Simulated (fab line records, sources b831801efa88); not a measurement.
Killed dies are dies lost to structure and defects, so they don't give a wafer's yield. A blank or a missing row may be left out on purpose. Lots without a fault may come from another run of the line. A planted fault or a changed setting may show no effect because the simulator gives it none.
fab line records | flow sky130
record lots=13 wafers=39 last_day=50
route steps=708 shown FIELD_ISO@3 VT_ADJUST_LVTN@105 LI_CONTACT@363 PAD_OPEN@708
lots that met no fault: from a run of the same line without faults
start_h: hours from the record's first day to the start of the lot's first wafer shown | wait_h: hours since the lot's step before | " the same as in the row above | L1.1+2: a row that stands for several wafers | - no value, or no start given | * or withheld: withheld | < > ~ a bound
route shown NAME@n: a module of which the file shows steps, and the number in the route of the first | usual: mean/standard deviation of fault-free wafers | same: alike in all rows | chamber/n: place in a boat | sites: the reading at each site | _std_site: their standard deviation | _edge_site: outer sites' mean less inner sites' | radius_mm: how far each site lies from the wafer's centre | mask NAME#n: copy n | behind: the tool/chamber that last shaped the wafer | hold: why the lot was held/for how many hours/how that ended | device: the transistor (n, p or np) that didn't switch | end of line: the same wafers' tests at the end of the route | a step without rows: its recipe alone | killed: dies lost to structure and defects at the first sort, not the wafer's yield | map: a wafer's dies, x killed, . not, _ none there
set.NAME: the setting as run; set.NAME@STEP: as run at that earlier step | model.NAME: the simulator's own value behind a step, which no gauge read
steps of the route over a sample of lots; a table a step, a row a wafer
services: from which hour (start_h, from the record's first day; less than 0 if before it) a tool's chamber was out of use, for how many hours, and why
## steps
# step SKY_FIELD_ISO_THK_MEAS_02
# recipe reads=SiO2_of_FIELD_ISO_OXIDATION_01
# usual FIELD_ISO_OXIDATION_00_THK=12.01/0.22
# columns lot.wafer tool chamber start_h wait_h FIELD_ISO_OXIDATION_00_THK[nm]
L440.2 film_metro-04 - 23.49 0.0 12.03
L440.3 " - " " 12.16
L440.5 " - " " 12.17
L441.1 film_metro-02 - 27.92 0.0 12.11
L441.4 " - " " 12.30
L441.5 " - " " 12.18
L442.1 film_metro-02 - 33.45 0.0 11.97
L442.4 " - " " 12.11
L442.6 " - " " 11.93
L444.3 film_metro-02 - 43.21 0.0 12.14
L444.5 " - " " 12.32
L444.6 " - " " 12.21
L445.1 film_metro-03 - 49.12 0.0 11.72
L445.3 " - " " 11.75
L445.4 " - " " 11.83
L446.2 film_metro-04 - 52.84 0.0 11.91
L446.5 " - " " 12.06
L446.6 " - " " 12.11
L449.3 film_metro-04 - 66.65 0.0 12.15
L449.5 " - " " 12.21
L449.6 " - " " 12.19
L450.1 film_metro-02 - 71.63 0.0 12.18
L450.2 " - " " 12.05
L450.5 " - " " 12.18
L451.1 film_metro-03 - 77.77 0.0 12.19
L451.2 " - " " 12.11
L451.4 " - " " 12.00
L452.2 film_metro-03 - 82.03 0.0 11.62
L452.3 " - " " 11.51
L452.6 " - " " 11.77
L454.1 film_metro-02 - 91.63 0.0 12.21
L454.2 " - " " 12.15
L454.5 " - " " 12.28
L455.3 film_metro-03 - 96.65 0.0 12.23
L455.4 " - " " 11.94
L455.6 " - " " 12.09
L461.2 film_metro-03 - 129.13 0.0 12.33
L461.4 " - " " 12.44
L461.5 " - " " 12.33
# step SKY_VT_ADJUST_LVTN_IMPLANT_08
# recipe species=B energy_kev=30 dose_cm2=1.57e+12 tilt_deg=withheld
# usual beam_energy_keV=30.000/0.011 beam_on_s=9.98/0.21
# columns lot.wafer tool chamber start_h wait_h beam_energy_keV beam_on_s
L440.2 implanter-03 0 162.24 0.0 30.008 10.19
L440.3 " 0 " " 30.001 9.85
L440.5 " 0 " " 30.004 10.12
L441.1 implanter-03 0 165.35 0.0 30.000 10.32
L441.4 " 0 " " 29.987 10.01
L441.5 " 0 " " 29.997 10.14
L442.1 implanter-02 0 168.57 0.0 29.984 9.72
L442.4 " 0 " " 30.003 9.69
L442.6 " 0 " " 29.996 9.92
L444.3 implanter-03 0 182.10 0.1 30.000 9.92
L444.5 " 0 " " 30.007 10.40
L444.6 " 0 " " 29.998 9.98
L445.1 implanter-03 0 188.75 0.0 30.005 10.42
L445.3 " 0 " " 30.010 9.93
L445.4 " 0 " " 30.014 9.82
L446.2 implanter-01 0 195.98 0.0 30.010 9.75
L446.5 " 0 " " 30.009 10.30
L446.6 " 0 " " 30.013 9.93
L449.3 implanter-03 0 211.70 0.1 29.985 10.18
L449.5 " 0 " " 29.974 9.85
L449.6 " 0 " " 29.993 9.92
L450.1 implanter-03 0 218.40 0.0 31.405 9.88
L450.2 " 0 " " 31.416 9.74
L450.5 " 0 " " 31.412 10.09
L451.1 implanter-02 0 228.07 0.0 29.990 10.14
L451.2 " 0 " " 30.006 9.94
L451.4 " 0 " " 30.012 10.05
L452.2 implanter-02 0 237.22 0.0 29.983 9.95
L452.3 " 0 " " 29.989 9.67
L452.6 " 0 " " 29.999 10.17
L455.3 implanter-02 0 255.40 0.1 30.008 10.19
L455.4 " 0 " " 29.995 9.85
L455.6 " 0 " " 29.996 9.77
L454.1 implanter-03 0 256.65 0.0 31.399 10.08
L454.2 " 0 " " 31.399 10.32
L454.5 " 0 " " 31.405 9.86
L461.2 implanter-01 0 291.72 0.0 29.996 9.75
L461.4 " 0 " " 30.011 10.07
L461.5 " 0 " " 30.001 10.28
# step SKY_LI_CONTACT_THK_MEAS_01
# recipe reads=PSG_of_LI_CONTACT_HDPCVD_00
# usual LI_CONTACT_HDPCVD_THK=929/11
# columns lot.wafer tool chamber start_h wait_h LI_CONTACT_HDPCVD_THK[nm]
L440.2 film_metro-01 - 675.35 0.1 935
L440.3 " - " " 931
L440.5 " - " " 930
L441.1 film_metro-01 - 681.26 0.1 935
L441.4 " - " " 927
L441.5 " - " " 913
L442.1 film_metro-03 - 685.95 0.1 939
L442.4 " - " " 939
L442.6 " - " " 940
L444.3 film_metro-03 - 701.02 0.1 929
L444.5 " - " " 918
L444.6 " - " " 920
L445.1 film_metro-03 - 711.74 0.1 941
L445.3 " - " " 935
L445.4 " - " " 950
L446.2 film_metro-04 - 725.25 0.1 916
L446.5 " - " " 912
L446.6 " - " " 941
L449.3 film_metro-03 - 740.79 0.1 916
L449.5 " - " " 908
L449.6 " - " " 916
L450.1 film_metro-01 - 750.45 0.1 931
L450.2 " - " " 928
L450.5 " - " " 942
L451.1 film_metro-04 - 756.70 0.1 921
L451.2 " - " " 930
L451.4 " - " " 922
L452.2 film_metro-03 - 770.06 0.1 929
L452.3 " - " " 925
L452.6 " - " " 926
L455.3 film_metro-03 - 787.47 0.1 947
L455.4 " - " " 937
L455.6 " - " " 947
L454.1 film_metro-04 - 791.20 0.1 930
L454.2 " - " " 933
L454.5 " - " " 932
L461.2 film_metro-03 - 829.06 0.1 944
L461.4 " - " " 930
L461.5 " - " " 923
# step SKY_LI_CONTACT_SPUTTER_19
# recipe material=Ti target_thk_nm=20 chamber_pressure_pa=5 power_w=2500 substrate_temp_c=200 time_s=106.37
# usual throttle_valve_pct=30.0/0.99
# same time_s=106.37
# columns lot.wafer tool chamber start_h wait_h throttle_valve_pct
L440.2 pvd_sputter-03 - 704.84 0.0 30.3
L440.3 " - " " 32.0
L440.5 " - " " 30.3
L441.1 pvd_sputter-01 - 710.44 0.0 31.7
L441.4 " - " " 30.4
L441.5 " - " " 30.0
L442.1 pvd_sputter-02 - 714.96 0.0 31.3
L442.4 " - " " 29.8
L442.6 " - " " 31.1
L444.3 pvd_sputter-02 - 729.76 0.0 29.4
L444.5 " - " " 30.0
L444.6 " - " " 28.2
L445.1 pvd_sputter-03 - 740.61 0.0 29.6
L445.3 " - " " 30.2
L445.4 " - " " 30.2
L446.2 pvd_sputter-03 - 753.60 0.0 30.3
L446.5 " - " " 30.2
L446.6 " - " " 29.4
L449.3 pvd_sputter-01 - 768.66 0.0 30.2
L449.5 " - " " 30.4
L449.6 " - " " 30.3
L450.1 pvd_sputter-02 - 778.35 0.0 29.7
L450.2 " - " " 28.4
L450.5 " - " " 29.9
L451.1 pvd_sputter-02 - 783.91 0.0 28.0
L451.2 " - " " 31.0
L451.4 " - " " 29.9
L452.2 pvd_sputter-02 - 797.36 0.0 29.7
L452.3 " - " " 30.9
L452.6 " - " " 29.8
L455.3 pvd_sputter-01 - 814.46 0.0 30.1
L455.4 " - " " 31.8
L455.6 " - " " 29.8
L454.1 pvd_sputter-02 - 818.67 0.0 28.1
L454.2 " - " " 29.9
L454.5 " - " " 30.0
L461.2 pvd_sputter-02 - 856.54 0.0 31.3
L461.4 " - " " 28.0
L461.5 " - " " 29.4
# step SKY_PAD_OPEN_PROBE_99
# usual killed_at_M0_to_M3=42/7.5 killed_at_M4_up=3.2/1.7 killed_at_contacts=24/5.1 killed_at_front_end=15/4.1 killed_at_other=0.3/0.58 killed_dies=85/8.9 killed_open=46/6.4 killed_short=39/6
# same gross_dies=492 killed_at_back_side=0
# columns lot.wafer tool chamber start_h wait_h killed_at_M0_to_M3 killed_at_M4_up killed_at_contacts killed_at_front_end killed_at_other killed_dies killed_open killed_short
L446.2 prober-01 - 1130.81 0.1 38 1 28 15 1 83 48 35
L446.5 prober-01 - 1130.96 0.2 34 3 21 10 0 68 41 26
L446.6 prober-01 - 1131.01 0.2 50 2 23 16 0 91 44 47
# killed by level:class
L446.2 CONTACT:geometric_particle:open=9 VIA2:geometric_particle:open=8 LI_CONTACT:geometric_particle:open=6 LOCAL_INTERCONNECT:geometric_particle:short=6 VIA1:geometric_particle:open=6 METAL2:geometric_particle:short=5 FIELD_ISO:geometric_particle:open=4 CONTACT:geometric_particle:short=4
L446.5 VIA1:geometric_particle:open=13 CONTACT:geometric_particle:open=8 LI_CONTACT:geometric_particle:open=6 VIA1:geometric_particle:short=4 VIA3:geometric_particle:open=4 POLY_GATE:geometric_particle:open=3 POLY_GATE:geometric_particle:short=3 VIA2:geometric_particle:short=3
L446.6 VIA1:geometric_particle:open=14 CONTACT:geometric_particle:short=8 FIELD_ISO:geometric_particle:short=6 METAL1:geometric_particle:short=6 LOCAL_INTERCONNECT:geometric_particle:short=5 METAL2:geometric_particle:short=5 VIA3:geometric_particle:open=5 LI_CONTACT:geometric_particle:open=4
## services
# columns tool chamber start_h hours kind
implanter-02 - 145.40 4.6 repair
pvd_sputter-02 - 158.98 7.9 repair
pvd_sputter-01 - 159.48 13.9 repair
implanter-02 - 180.64 0.8 repair
implanter-03 - 209.13 2.0 repair
pvd_sputter-02 - 214.62 5.0 repair
implanter-03 - 227.16 5.1 repair
pvd_sputter-01 - 258.35 2.1 repair
implanter-03 - 279.13 4.1 repair
implanter-03 - 294.46 1.4 repair
pvd_sputter-01 - 295.09 13.5 repair
implanter-03 - 304.55 4.8 pm
implanter-02 - 310.71 5.7 pm
implanter-02 - 318.65 1.3 repair
implanter-03 - 379.98 1.7 repair
pvd_sputter-02 - 388.78 11.3 repair
implanter-03 - 435.11 4.3 pm
implanter-02 - 506.46 3.9 repair
implanter-02 - 657.90 6.5 repair
pvd_sputter-02 - 665.55 1.0 repair
implanter-02 - 710.68 4.7 repair
pvd_sputter-02 - 725.01 1.1 repair
implanter-02 - 799.82 5.1 pm
implanter-03 - 808.89 41.1 pm
## key
first_sign step=SKY_VT_ADJUST_LVTN_IMPLANT_08 reading=beam_energy_keV direction=up sigmas=99+ usual=* struck=*
effect none on later readings
met_at SKY_VT_ADJUST_LVTN_IMPLANT_08
struck_lots L450,L454
tester_left_out L450,L454
not_acting_at SKY_FIELD_ISO_THK_MEAS_02,SKY_LI_CONTACT_THK_MEAS_01,SKY_LI_CONTACT_SPUTTER_19
onset_between 211.70 218.40
fault kind=process_parameter_drift tool=implanter-03 chamber=- onset_h=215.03 steps=SKY_VT_ADJUST_LVTN_IMPLANT_08 channel=energy_kev offset=* shape=step end_h=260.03 acts_in=* stated=*
# tester_left_out: of these lots the tester's yield and bins aren't shown, on N5 and GAA mostly nor the transistor test; their killed dies are dies lost to structure and defects alone, not to doping, threshold or leakage, so they don't give the yield
